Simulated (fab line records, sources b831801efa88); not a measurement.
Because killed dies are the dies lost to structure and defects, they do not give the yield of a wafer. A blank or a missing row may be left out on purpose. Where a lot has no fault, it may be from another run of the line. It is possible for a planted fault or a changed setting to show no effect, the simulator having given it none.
fab line records	flow sky130
[record] lots = 14	wafers = 42	last_day = 50
route steps=708 shown METAL2@501 VIA2@509 METAL3@569
lots that met no fault: taken from a fault-free run of the same line
start_h: hours from the record's opening day to when the first of the lot's shown wafers began	wait_h: hours from the lot's prior step to this one	" same as the row above	L1.1+2: a single row standing in for several wafers	- no value, or no start given	* or withheld: withheld	< > ~ a bound
route shown NAME@n: a module of which the file shows steps, and the number in the route of the first	usual: mean/standard deviation taken from wafers without a fault	same: alike in all rows	chamber/n: place in a boat	sites: each site's reading	_std_site: standard deviation of those values	_edge_site: outer sites' mean less inner sites'	radius_mm: how far each site lies from the wafer's centre	mask NAME#n: copy n	behind: tool/chamber where the wafer was last shaped	hold: reason for holding the lot/hours on hold/outcome of the hold	device: the n, p or np transistor that did not switch	end of line: tests of these same wafers at the route's end	where a step has no rows: the recipe by itself	killed: at the first sort, the dies lost to defects and structure; wafer yield is something else	map: dies across one wafer; x = killed, . = not, _ = none there
set.NAME: the setting as run; set.NAME@STEP: as run at that earlier step	model.NAME: the simulator's own value behind a step, which no gauge read
the route's steps for a sample of lots (tables are steps, rows are wafers)
services: the hour from which a tool's chamber was out of use, counted from the record's first day as start_h (under 0 if before that day), plus the number of hours and why
[[steps]]
[step SKY_METAL2_ETCH_18]
[recipe] chemistry = N2/H2	target = BARC	ion_energy_ev = 200	bias_w = 100	pressure_mtorr = 30	n2_flow_sccm = 100	h2_flow_sccm = 200	icp_w = 500	stop_on = SiO2	time_s = 45.9	target_depth_a = 600
[usual] bias_w = 99.98/0.27	chamber_pressure_mTorr = 30.00/0.03	drypump_motor_current_A = 5.7/0.42	oes_product_au = 0.854/0.0046	throttle_valve_pct = 13.225/0.0097
lot.wafer	tool	chamber	start_h	wait_h	bias_w	chamber_pressure_mTorr	drypump_motor_current_A	oes_product_au	rf_hours_counter_h	throttle_valve_pct
L192.4	rie_metal-04	1	835.13	0.0	100.15	30.02	5.3	0.856	-	13.236
L192.5	"	0	"	"	99.46	29.99	6.3	0.859	-	13.231
L192.6	"	1	"	"	99.95	29.97	5.3	0.850	-	13.219
L191.2	rie_metal-04	1	838.71	0.0	100.17	29.99	5.3	0.856	4	13.242
L191.3	"	1	"	"	100.56	29.99	5.3	0.860	-	13.209
L191.4	"	0	"	"	100.36	29.99	6.3	0.856	-	13.228
L195.1	rie_metal-04	1	860.46	0.0	99.59	30.01	5.3	0.853	5	13.222
L195.2	"	0	"	"	99.75	29.99	6.4	0.858	1	13.232
L195.3	"	1	"	"	99.75	30.01	5.3	0.847	-	13.228
L196.2	rie_metal-01	1	862.81	0.0	99.99	30.02	5.7	0.848	13	13.222
L196.3	"	1	"	"	99.66	30.01	5.7	0.852	-	13.212
L196.6	"	0	"	"	100.08	30.00	5.2	0.855	-	13.223
L197.1	rie_metal-04	1	874.86	0.0	99.68	29.98	5.3	0.853	5	13.231
L197.3	"	0	"	"	100.12	30.01	6.4	0.855	-	13.218
L197.6	"	0	"	"	99.90	30.00	6.4	0.859	-	13.220
L198.4	rie_metal-04	0	876.63	0.0	100.10	30.00	6.4	0.862	-	13.214
L198.5	"	0	"	"	100.58	30.01	6.4	0.863	-	13.213
L198.6	"	1	"	"	99.51	29.99	5.3	0.854	-	13.233
L200.1	rie_metal-04	1	891.26	0.0	99.84	29.97	5.3	0.867	6	13.222
L200.2	"	0	"	"	100.07	29.99	6.4	0.852	2	13.217
L200.3	"	0	"	"	100.06	30.00	6.4	0.853	-	13.219
L201.3	rie_metal-03	1	897.23	0.0	100.08	30.01	5.7	0.859	-	13.205
L201.5	"	1	"	"	99.61	29.99	5.8	0.853	-	13.234
L201.6	"	0	"	"	100.30	29.98	5.4	0.851	-	13.228
L206.4	rie_metal-03	1	934.71	0.1	100.26	30.01	5.7	0.856	-	13.225
L206.5	"	1	"	"	100.52	29.98	5.7	0.851	-	13.229
L206.6	"	1	"	"	100.40	29.97	5.7	0.851	-	13.221
L208.1	rie_metal-03	0	952.66	0.0	99.87	30.00	5.5	0.859	0	13.234
L208.4	"	1	"	"	99.54	29.98	5.8	0.862	-	13.228
L208.5	"	0	"	"	99.96	30.01	5.5	0.852	-	13.222
L210.1	rie_metal-01	1	956.31	0.0	99.95	30.01	5.7	0.854	18	13.236
L210.4	"	1	"	"	99.20	30.01	5.7	0.850	-	13.244
L210.6	"	1	"	"	99.72	29.99	5.7	0.860	-	13.223
L211.1	rie_metal-04	1	964.16	0.0	100.19	29.93	5.3	0.852	9	13.237
L211.3	"	0	"	"	100.30	29.97	6.4	0.862	-	13.234
L211.4	"	1	"	"	100.44	30.00	5.3	0.850	-	13.233
L213.1	rie_metal-03	0	987.71	0.0	100.06	29.96	5.5	0.861	2	13.227
L213.2	"	1	"	"	99.92	29.96	5.7	0.850	9	13.213
L213.3	"	1	"	"	99.93	29.93	5.7	0.853	-	13.227
L214.3	rie_metal-01	0	997.03	0.0	99.82	29.99	5.3	0.848	-	13.222
L214.4	"	1	"	"	100.31	30.02	5.7	0.855	-	13.230
L214.6	"	1	"	"	100.08	30.03	5.7	0.851	-	13.245
[step SKY_VIA2_CMP_02]
[recipe] material = SiO2	down_force_psi = 4	platen_rpm = 60	pad_velocity_m_s = 0.94248
[usual] motor_current_A = 12.3/1.3
lot.wafer	tool	chamber	start_h	wait_h	motor_current_A
L192.4	cmp-02	3	836.05	0.0	12.5
L192.6	"	3	"	"	12.1
L192.5	"	0	"	"	10.3
L191.4	cmp-01	3	839.70	0.1	12.1
L191.3	"	0	"	"	11.7
L191.2	"	1	"	"	12.3
L195.1	cmp-01	3	861.43	0.1	12.4
L195.3	"	0	"	"	11.5
L195.2	"	2	"	"	11.2
L196.3	cmp-01	0	863.88	0.1	11.8
L196.2	"	1	"	"	12.3
L196.6	"	3	"	"	12.5
L197.3	cmp-02	0	875.83	0.0	10.0
L197.1	"	3	"	"	11.9
L197.6	"	0	"	"	10.1
L198.4	cmp-01	0	877.65	0.1	12.1
L198.5	"	2	"	"	11.6
L198.6	"	3	"	"	11.6
L200.3	cmp-02	1	892.24	0.1	14.0
L200.1	"	2	"	"	13.4
L200.2	"	3	"	"	12.3
L201.3	cmp-01	3	898.14	0.0	11.9
L201.5	"	3	"	"	12.3
L201.6	"	0	"	"	12.6
L206.4	cmp-02	3	935.75	0.0	12.3
L206.6	"	3	"	"	11.3
L206.5	"	0	"	"	9.9
L208.4	cmp-02	0	953.67	0.1	10.4
L208.1	"	3	"	"	12.6
L208.5	"	0	"	"	9.8
L210.4	cmp-02	0	957.33	0.1	10.2
L210.1	"	1	"	"	14.2
L210.6	"	0	"	"	10.8
L211.1	cmp-01	1	965.17	0.1	12.8
L211.4	"	2	"	"	11.4
L211.3	"	3	"	"	12.6
L213.2	cmp-01	1	988.65	0.0	11.9
L213.3	"	2	"	"	12.1
L213.1	"	3	"	"	12.2
L214.4	cmp-02	3	997.99	0.1	11.8
L214.3	"	0	"	"	10.6
L214.6	"	2	"	"	13.0
[step SKY_VIA2_CD_MEAS_12]
[recipe] target_cd_nm = 200
[usual] cd_nm = 199.8/1.5
lot.wafer	tool	chamber	start_h	wait_h	cd_nm
L192.4	cd_sem-02	-	861.59	-	197.8
L192.5	"	-	"	"	197.8
L192.6	"	-	"	"	198.7
L191.2	cd_sem-01	-	866.09	-	201.6
L191.3	"	-	"	"	200.2
L191.4	"	-	"	"	201.8
L195.1	cd_sem-01	-	887.52	-	198.1
L195.2	"	-	"	"	197.0
L195.3	"	-	"	"	198.3
L196.2	cd_sem-01	-	889.44	-	199.6
L196.3	"	-	"	"	199.7
L196.6	"	-	"	"	200.5
L197.1	cd_sem-02	-	901.52	-	199.5
L197.3	"	-	"	"	199.3
L197.6	"	-	"	"	199.4
L198.4	cd_sem-02	-	903.78	-	199.3
L198.5	"	-	"	"	200.6
L198.6	"	-	"	"	199.8
L200.1	cd_sem-01	-	917.18	-	199.1
L200.2	"	-	"	"	198.4
L200.3	"	-	"	"	199.1
L201.3	cd_sem-01	-	923.31	-	197.9
L201.5	"	-	"	"	198.4
L201.6	"	-	"	"	199.0
L206.4	cd_sem-02	-	960.89	-	202.9
L206.5	"	-	"	"	200.2
L206.6	"	-	"	"	201.5
L208.1	cd_sem-02	-	977.73	-	200.8
L208.4	"	-	"	"	202.5
L208.5	"	-	"	"	200.3
L210.1	cd_sem-02	-	981.92	-	201.1
L210.4	"	-	"	"	201.8
L210.6	"	-	"	"	201.8
L211.1	cd_sem-01	-	989.27	-	200.1
L211.3	"	-	"	"	198.5
L211.4	"	-	"	"	199.2
L213.1	cd_sem-02	-	1012.22	-	198.3
L213.2	"	-	"	"	198.0
L213.3	"	-	"	"	199.4
L214.3	cd_sem-02	-	1021.52	-	202.2
L214.4	"	-	"	"	200.7
L214.6	"	-	"	"	201.4
[step SKY_METAL3_STRIP_19]
[recipe] chemistry = O2/N2	power_w = 1400	pressure_mtorr = 1500	platen_temp_c = withheld	o2_flow_sccm = 3000	n2_flow_sccm = 300	overash_fraction = 0.5
[usual] chamber_pressure_mTorr = 1499.9/1.3	drypump_motor_current_A = 5.68/0.18	oes_product_au = 0.505/0.0055	strip_time_to_endpoint_s = 6.60/0.079
lot.wafer	tool	chamber	start_h	wait_h	chamber_pressure_mTorr	drypump_motor_current_A	oes_product_au	rf_hours_counter_h	strip_time_to_endpoint_s
L192.4	plasma_asher-03	1	915.05	0.1	1500.5	5.39	0.506	-	6.58
L192.5	"	0	"	"	1500.7	5.85	0.497	-	6.52
L192.6	"	1	"	"	1500.1	5.38	0.513	-	6.62
L191.2	plasma_asher-04	0	919.23	0.1	1501.2	5.74	0.497	108	6.61
L191.3	"	1	"	"	1501.3	5.89	0.508	-	6.49
L191.4	"	0	"	"	1499.7	5.76	0.510	-	6.54
L195.1	plasma_asher-01	1	940.27	0.3	1501.6	5.74	0.504	51	6.60
L195.2	"	0	"	"	1499.7	5.50	0.503	51	6.52
L195.3	"	0	"	"	1500.6	5.47	0.510	-	6.54
L196.2	plasma_asher-04	1	942.51	0.2	1501.0	5.88	0.503	111	6.64
L196.3	"	0	"	"	1499.1	5.75	0.506	-	6.58
L196.6	"	1	"	"	1501.1	5.88	0.508	-	6.65
L197.1	plasma_asher-01	1	953.76	0.1	1501.0	5.74	0.509	52	6.61
L197.3	"	0	"	"	1500.1	5.46	0.503	-	6.54
L197.6	"	1	"	"	1499.8	5.73	0.506	-	6.62
L198.4	plasma_asher-04	1	955.77	0.1	1501.9	5.87	0.505	-	6.74
L198.5	"	0	"	"	1500.0	5.74	0.507	-	6.60
L198.6	"	1	"	"	1499.3	5.86	0.507	-	6.67
L200.1	plasma_asher-03	0	969.70	0.1	1501.7	5.89	0.504	21	6.63
L200.2	"	1	"	"	1499.0	5.39	0.493	21	6.44
L200.3	"	0	"	"	1497.3	5.97	0.499	-	6.50
L201.3	plasma_asher-01	1	975.74	0.1	1501.3	5.76	0.506	-	6.61
L201.5	"	1	"	"	1500.2	5.76	0.503	-	6.54
L201.6	"	0	"	"	1496.0	5.48	0.511	-	6.69
L206.4	plasma_asher-01	0	1010.94	0.1	1498.3	5.47	0.499	-	6.51
L206.5	"	0	"	"	1498.9	5.46	0.496	-	6.52
L206.6	"	1	"	"	1498.7	5.73	0.503	-	6.61
L208.1	plasma_asher-03	0	1027.27	0.1	-	-	-	-	-
L208.4	"	1	"	"	-	-	-	-	-
L208.5	"	0	"	"	-	-	-	-	-
L210.1	plasma_asher-01	0	1031.91	0.1	-	-	-	-	-
L210.4	"	1	"	"	-	-	-	-	-
L210.6	"	0	"	"	-	-	-	-	-
L211.1	plasma_asher-04	1	1037.72	0.1	1499.2	5.87	0.502	120	6.59
L211.3	"	0	"	"	1501.3	5.75	0.501	-	6.48
L211.4	"	1	"	"	1499.8	5.87	0.511	-	6.67
L213.1	plasma_asher-03	1	1059.85	0.1	1498.4	5.40	0.507	30	6.55
L213.2	"	0	"	"	1499.1	5.83	0.512	30	6.66
L213.3	"	0	"	"	1499.8	5.83	0.505	-	6.63
L214.3	plasma_asher-03	0	1068.64	0.1	1500.4	5.86	0.498	-	6.56
L214.4	"	1	"	"	1499.7	5.36	0.497	-	6.62
L214.6	"	0	"	"	1500.8	5.87	0.504	-	6.58
[[services]]
tool	chamber	start_h	hours	kind
cmp-01	-	814.40	0.8	repair
cmp-01	-	826.95	4.8	pm
cmp-02	-	836.85	0.8	repair
rie_metal-01	-	837.81	1.2	repair
cmp-02	-	846.64	2.4	repair
cmp-01	-	848.47	1.1	repair
plasma_asher-04	-	860.76	4.6	repair
cmp-01	-	892.82	0.4	repair
plasma_asher-04	-	899.08	2.8	pm
cmp-01	-	907.14	7.5	pm
cmp-02	-	909.67	0.5	repair
cmp-01	-	914.69	4.0	pm
cmp-01	-	918.69	-	consumable_replace:conditioner
cmp-01	-	918.69	-	consumable_replace:pad
plasma_asher-01	-	919.90	4.3	pm
cmp-01	-	931.04	23.4	repair
cmp-01	-	941.94	1.1	repair
plasma_asher-03	-	949.05	14.6	pm
rie_metal-03	-	959.78	0.1	repair
rie_metal-03	-	988.28	4.3	pm
rie_metal-04	-	1033.62	2.8	pm
cmp-01	-	1042.19	10.5	pm
cmp-02	-	1054.84	4.6	pm
plasma_asher-04	-	1055.25	9.0	pm
[[key]]
[first_sign] step = SKY_METAL3_STRIP_19	reading = tool_record	direction = missing
effect none on later readings
met_at SKY_METAL3_STRIP_19
struck_lots L208,L210
later_rows_left_out L208.1,L208.4,L208.5,L210.1,L210.4,L210.6
sort_left_out L208.1,L208.4,L208.5,L210.1,L210.4,L210.6
not_acting_at SKY_METAL2_ETCH_18,SKY_VIA2_CMP_02,SKY_VIA2_CD_MEAS_12
onset_between 1010.94 1027.27
[fault] kind = skipped_step_whole	tool = plasma_asher-01,plasma_asher-03	chamber = -	onset_h = 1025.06	steps = SKY_METAL3_STRIP_19	scope = struck_lots_only
// sort_left_out: the simulated sort isn't trusted on such a fault, so these wafers' sort isn't shown, and their yield isn't known
// later_rows_left_out: the simulator's readings of these wafers behind a module that went badly wrong aren't trusted and aren't shown, but for the sort
